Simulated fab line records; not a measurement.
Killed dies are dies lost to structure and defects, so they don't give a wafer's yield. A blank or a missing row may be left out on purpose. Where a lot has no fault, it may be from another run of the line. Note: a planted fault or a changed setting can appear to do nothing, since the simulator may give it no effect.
Which tool did it? + flow sky130 + 7 lots, 20 wafers sampled, at 3 steps of a route of 708

== WHAT THE GAUGES READ, wafer by wafer ==
SKY_PWDE_TW_MEAS_10.
| lot  | measured    | on            | PWDE_TW           |
|------|-------------|---------------|-------------------|
| L258 | day 4 16:15 | film metro-01 | 375.7 376.6 376.7 |
| L261 | day 5 07:12 | film metro-02 | 371.6 372.2 373.4 |
| L265 | day 6 03:34 | film metro-02 | 372.6 372.2 370.8 |
| L267 | day 6 14:55 | film metro-01 | 378.7 377.6 377.3 |
| L269 | day 7 01:27 | film metro-04 | 374.3 374.6 374.4 |
| L272 | day 7 21:11 | film metro-01 | 377.5 379.3       |
| L278 | day 9 08:04 | film metro-04 | 376.2 376.8 374.7 |

== TOOL THAT RAN EACH LOT (tool first, then ch and the chambers of the sampled wafers, then the start) ==
| lot  | SKY_FIELD_ISO_COAT_08            | SKY_FIELD_ISO_STRIP_16              |
|------|----------------------------------|-------------------------------------|
| L258 | litho track-03 ch 0, day 2 13:00 | plasma asher-03 ch 0,1, day 2 21:29 |
| L261 | litho track-03 ch 0, day 3 06:00 | plasma asher-02 ch 0,1, day 3 14:56 |
| L265 | litho track-03 ch 0, day 3 23:00 | plasma asher-03 ch 0,1, day 4 08:19 |
| L267 | litho track-02 ch 0, day 4 09:00 | plasma asher-04 ch 0,1, day 4 19:09 |
| L269 | litho track-02 ch 0, day 4 19:00 | plasma asher-04 ch 0,1, day 5 05:11 |
| L272 | litho track-02 ch 0, day 5 12:00 | plasma asher-02 ch 1, day 5 21:29   |
| L278 | litho track-03 ch 0, day 6 19:00 | plasma asher-04 ch 0,1, day 7 06:04 |
- SKY_FIELD_ISO_COAT_08: resist thk 450 nm.
- SKY_FIELD_ISO_STRIP_16: strips in O2/N2.

== THE ANSWER, worked out from the rows above alone ==
Rule: the usual values come from the lots themselves. The widest of any qualifying gaps counts: lots, ordered by their means at a reading, are off when they make up no more than a third of the lots, leave a main group of 4 or more, and stand apart from it by 3 or more times the standard deviation of that group's means. The tables above print the reading to a certain number of digits; a main group whose means all agree to those digits is not used. A lot without any number at a reading at which 4 lots or more have one is off too. Where the step has rows for the other lots, those lots are counted as sound.
Nothing can be told from this: no lot is off at any reading shown.

== WHAT THE SIMULATOR HAD PUT IN ==
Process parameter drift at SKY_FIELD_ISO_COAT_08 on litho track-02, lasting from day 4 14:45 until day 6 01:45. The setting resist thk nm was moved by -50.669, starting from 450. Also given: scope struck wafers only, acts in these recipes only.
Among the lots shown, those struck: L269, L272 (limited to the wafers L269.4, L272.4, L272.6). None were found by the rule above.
